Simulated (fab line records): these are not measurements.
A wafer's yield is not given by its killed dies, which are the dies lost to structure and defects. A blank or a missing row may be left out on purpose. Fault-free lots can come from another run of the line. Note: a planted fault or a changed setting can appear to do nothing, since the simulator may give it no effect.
fab line records	flow sky130	part 2 of 2: steps 25 to 33 of 33
[record] lots = 5	wafers = 15	last-day = 48
route steps=708 shown METAL2@497 VIA2@507
lots with no fault: from the same line, run without faults
start-h: start of the lot's first displayed wafer, in hours after the record's first day	wait-h: hours since the lot's step before	" identical to the entry in the row above	L1.1+2: one row covering several wafers at once	- no value, or no start given	* or withheld: withheld	< > ~ a bound
route shown NAME@n: a module of which the file shows steps, and the number in the route of the first	usual: the fault-free wafers' mean and standard deviation	same: alike in all rows	chamber/n: place in a boat	sites: readings site by site	_std_site: standard deviation across them	_edge_site: inner sites' mean taken away from outer sites' mean	radius-mm: for every site, how far away it sits from the centre of the wafer	mask NAME#n: copy n	behind: the most recent tool/chamber to have shaped the wafer	hold: what put the lot on hold/how long, in hours/how the hold closed	device: which transistor (n, p or np) failed to switch	end of line: the same wafers' tests at the end of the route	a step given without rows: its recipe and nothing more	killed: dies that structure and defects cost at the first sort, which is not the same as the wafer's yield	map: the dies of a wafer, with x for killed, . for not killed, _ for no die there
set.NAME: the run value of the setting; set.NAME@STEP: its run value at that earlier step	model.NAME: the simulator's own value behind a step, which no gauge read
certain route steps with their lots: each step a table, each wafer a row
services: a tool's chamber out of use, with start hour (start-h, from the record's first day; less than 0 if before it), hours out, and reason
[[steps]]
[step SKY_VIA2_ETCH_14]
[recipe] chemistry = N2/H2	target = BARC	ion-energy-ev = 200	source-w = 500	bias-w = 100	pressure-mtorr = 30	n2-flow-sccm = 100	h2-flow-sccm = 200	stop-on = SiO2	time-s = 45.9	target-depth-a = 600
[usual] bias-w = 100.0/0.32	drypump-motor-current-A = 5.6/0.47	oes-product-au = 0.855/0.0049	throttle-valve-pct = 13.225/0.0079
lot.wafer	tool	chamber	start-h	wait-h	bias-w	drypump-motor-current-A	oes-product-au	rf-hours-counter-h	throttle-valve-pct
L080.2	rie-diel-04	0	918.16	0.0	99.7	5.9	0.857	10	13.212
L080.3	"	3	"	"	100.1	5.6	0.860	8	13.234
L080.5	"	3	"	"	100.0	5.5	0.856	-	13.238
L082.1	rie-diel-04	3	923.35	0.0	100.4	5.6	0.858	8	13.234
L082.3	"	0	"	"	99.9	5.8	0.861	11	13.214
L082.4	"	1	"	"	100.2	5.8	0.857	13	13.207
L081.1	rie-diel-03	2	926.29	0.0	100.6	6.0	0.857	20	13.230
L081.4	"	2	"	"	100.2	6.0	0.858	-	13.208
L081.6	"	1	"	"	99.5	5.1	0.859	-	13.223
L084.2	rie-diel-03	1	927.94	0.0	99.9	5.1	0.852	20	13.240
L084.5	"	1	"	"	99.9	5.1	0.853	-	13.225
L084.6	"	2	"	"	99.9	6.0	0.856	-	13.225
L085.1	rie-diel-04	1	929.29	0.0	99.4	5.8	0.850	13	13.227
L085.2	"	0	"	"	100.2	5.9	0.855	11	13.218
L085.3	"	2	"	"	100.1	5.0	0.857	21	13.224
[step SKY_VIA2_ETCH_15]
[recipe] target = SiO2	chemistry = C4F8/O2/Ar	target-depth-nm = 546	stop-on = TiN	mask-material = KrF-thick	source-w = 1500	bias-w = 1200	pressure-mtorr = 40	c4f8-flow-sccm = withheld	O2_flow_sccm = 6	Ar_flow_sccm = 300	time-s = 84
[usual] bias-w = 1200/3.4	oes-product-au = 0.939/0.0048
lot.wafer	tool	chamber	start-h	wait-h	bias-w	oes-product-au	rf-hours-counter-h
L080.2	rie-diel-04	0	918.21	0.0	1197	0.940	10
L080.3	"	3	"	"	1201	0.939	8
L080.5	"	3	"	"	1203	0.937	-
L082.1	rie-diel-04	3	923.39	0.0	1196	0.944	8
L082.3	"	0	"	"	1197	0.933	11
L082.4	"	1	"	"	1203	0.942	13
L081.1	rie-diel-03	2	926.35	0.0	1195	0.940	20
L081.4	"	2	"	"	1197	0.941	-
L081.6	"	1	"	"	1200	0.936	-
L084.2	rie-diel-03	1	928.00	0.0	1202	0.935	20
L084.5	"	1	"	"	1198	0.939	-
L084.6	"	2	"	"	1192	0.933	-
L085.1	rie-diel-04	1	929.33	0.0	1205	0.933	13
L085.2	"	0	"	"	1205	0.942	11
L085.3	"	2	"	"	1199	0.938	21
[step SKY_VIA2_STRIP_16]
[recipe] chemistry = O2/N2	power-w = 1400	pressure-mtorr = 1500	platen-temp-c = withheld	o2-flow-sccm = 3000	n2-flow-sccm = 300	overash-fraction = 0.5
[usual] drypump-motor-current-A = 5.76/0.25	oes-product-au = 0.398/0.005	strip-time-to-endpoint-s = 4.038/0.028
lot.wafer	tool	chamber	start-h	wait-h	drypump-motor-current-A	oes-product-au	rf-hours-counter-h	strip-time-to-endpoint-s
L080.2	plasma-asher-01	0	918.27	0.0	5.29	0.395	18	4.034
L080.3	"	0	"	"	5.28	0.399	-	4.051
L080.5	"	0	"	"	5.29	0.401	-	4.038
L082.1	plasma-asher-03	1	923.45	0.0	6.20	0.395	50	4.013
L082.3	"	1	"	"	6.18	0.402	-	4.017
L082.4	"	0	"	"	5.83	0.395	-	4.043
L081.1	plasma-asher-04	1	926.45	0.1	5.71	0.390	80	4.005
L081.4	"	0	"	"	5.85	0.402	-	4.014
L081.6	"	0	"	"	5.86	0.394	-	4.006
L084.2	plasma-asher-04	0	928.10	0.1	5.84	0.399	81	4.031
L084.5	"	1	"	"	5.71	0.393	-	3.996
L084.6	"	0	"	"	5.82	0.395	-	4.016
L085.1	plasma-asher-03	1	929.40	0.0	6.18	0.406	50	4.067
L085.2	"	0	"	"	5.81	0.400	50	4.039
L085.3	"	0	"	"	5.80	0.403	-	4.019
[step SKY_VIA2_STRIP_17]
[recipe] chemistry = post-etch-residue-remover	time-s = 1200	temp-c = 72.5
lot.wafer	tool	chamber	start-h	wait-h
L080.2+3+5	wet-bench-03	3	918.37	0.1
L082.1+3+4	wet-bench-04	2	923.55	0.1
L081.1+4+6	wet-bench-04	1	926.55	0.1
L084.2+5+6	wet-bench-01	2	928.20	0.1
L085.1+2+3	wet-bench-01	2	929.50	0.1
[step SKY_VIA2_CLEAN_18]
[recipe] chemistry = IPA	time-s = 180	temp-c = 25
lot.wafer	tool	chamber	start-h	wait-h
L080.2+3+5	wet-bench-01	1	918.74	0.0
L082.1+3+4	wet-bench-01	3	923.93	0.0
L081.1+4+6	wet-bench-01	1	927.56	0.3
L084.2+5+6	wet-bench-04	2	928.57	0.0
L085.1+2+3	wet-bench-03	1	929.87	0.0
[step SKY_VIA2_CLEAN_19]
[recipe] chemistry = O3/DIW	dry = n2-spin
lot.wafer	tool	chamber	start-h	wait-h
L080.2+3+5	wet-bench-04	3	918.80	0.0
L082.1+3+4	wet-bench-03	3	923.98	0.0
L081.1+4+6	wet-bench-03	3	927.66	0.0
L084.2+5+6	wet-bench-03	3	928.71	0.0
L085.1+2+3	wet-bench-01	3	930.02	0.0
[step SKY_VIA2_SPUTTER_20]
[recipe] material = TiN	target-thk-nm = 20	chamber-pressure-pa = 5	power-w = 4000	time-s = 80
[usual] throttle-valve-pct = 30.1/0.85
lot.wafer	tool	chamber	start-h	wait-h	throttle-valve-pct
L080.2	pvd-sputter-03	-	918.90	0.0	30.6
L080.3	"	-	"	"	29.3
L080.5	"	-	"	"	29.8
L082.1	pvd-sputter-04	-	924.18	0.0	31.6
L082.3	"	-	"	"	30.1
L082.4	"	-	"	"	30.1
L081.1	pvd-sputter-01	-	927.88	0.0	27.9
L081.4	"	-	"	"	30.2
L081.6	"	-	"	"	30.5
L084.2	pvd-sputter-04	-	928.93	0.0	30.1
L084.5	"	-	"	"	29.9
L084.6	"	-	"	"	29.6
L085.1	pvd-sputter-04	-	930.12	0.0	30.3
L085.2	"	-	"	"	29.6
L085.3	"	-	"	"	30.2
[step SKY_VIA2_CVD_21]
[recipe] material = W	target-thk-nm = 420	time-s = 126.4	temp-c = 400	pressure-torr = 40
[usual] chamber-pressure-Torr = 39.99/0.084	heater-power-w = 867/47	susceptor-temp-C = 400.02/0.23
lot.wafer	tool	chamber	start-h	wait-h	chamber-pressure-Torr	heater-power-w	susceptor-temp-C
L080.2	cvd-w-02	0	918.96	0.0	39.96	886	399.95
L080.3	"	1	"	"	39.86	838	399.87
L080.5	"	1	"	"	39.96	831	399.71
L082.1	cvd-w-02	1	924.25	0.0	39.91	846	400.34
L082.3	"	0	"	"	39.96	879	400.11
L082.4	"	1	"	"	39.87	855	400.02
L081.1	cvd-w-02	1	927.94	0.0	39.97	855	399.65
L081.4	"	0	"	"	40.06	887	399.86
L081.6	"	1	"	"	39.86	854	400.01
L084.2	cvd-w-02	1	928.99	0.0	39.93	868	399.87
L084.5	"	1	"	"	39.95	849	400.20
L084.6	"	0	"	"	39.96	872	400.01
L085.1	cvd-w-01	1	930.18	0.0	39.84	928	400.12
L085.2	"	0	"	"	39.94	799	399.90
L085.3	"	0	"	"	39.98	784	399.75
[step SKY_VIA2_RS_MEAS_22]
[recipe] thk-meas-gauge = four-point-probe	reads = W_of_VIA2_CVD_21+TiN_of_VIA2_SPUTTER_20
[usual] VIA2_W_RS = 0.274/0.0038
lot.wafer	tool	chamber	start-h	wait-h	VIA2_W_RS[ohm/sq]
L080.2	film-metro-04	-	919.11	0.1	0.270
L080.3	"	-	"	"	0.268
L080.5	"	-	"	"	0.270
L082.1	film-metro-03	-	924.38	0.1	0.269
L082.3	"	-	"	"	0.269
L082.4	"	-	"	"	0.271
L081.1	film-metro-03	-	928.07	0.1	0.272
L081.4	"	-	"	"	0.273
L081.6	"	-	"	"	0.273
L084.2	film-metro-02	-	929.14	0.1	0.271
L084.5	"	-	"	"	0.273
L084.6	"	-	"	"	0.269
L085.1	film-metro-03	-	930.31	0.1	0.282
L085.2	"	-	"	"	0.279
L085.3	"	-	"	"	0.283
[[services]]
tool	chamber	start-h	hours	kind
krf-scanner-01	-	866.56	5.3	repair
rie-metal-03	-	869.71	2.8	pm
hdpcvd-01	0	874.71	15.1	repair
rie-diel-03	2	875.81	4.5	repair
krf-scanner-01	-	876.09	3.6	pm
cmp-01	-	877.56	12.4	pm
plasma-asher-03	-	881.48	0.7	repair
krf-scanner-01	0	881.60	-	calibration
krf-scanner-01	-	882.98	4.4	pm
pvd-sputter-04	-	888.54	1.1	repair
cmp-01	-	891.24	0.6	repair
rie-metal-03	-	893.56	0.4	repair
cvd-w-02	1	894.91	11.2	repair
krf-scanner-02	-	897.92	1.3	pm
cvd-w-02	-	904.00	14.0	pm
cvd-w-02	0	904.00	14.0	vent-cycle
cvd-w-02	1	904.00	14.0	vent-cycle
cmp-02	-	912.47	4.0	pm
cmp-02	-	916.47	-	consumable-replace:conditioner
cmp-02	-	916.47	-	consumable-replace:pad
cvd-w-02	0	918.00	-	clean
cvd-w-02	1	918.00	-	clean
rie-diel-03	0	924.60	9.7	repair
cmp-02	-	926.17	1.0	repair
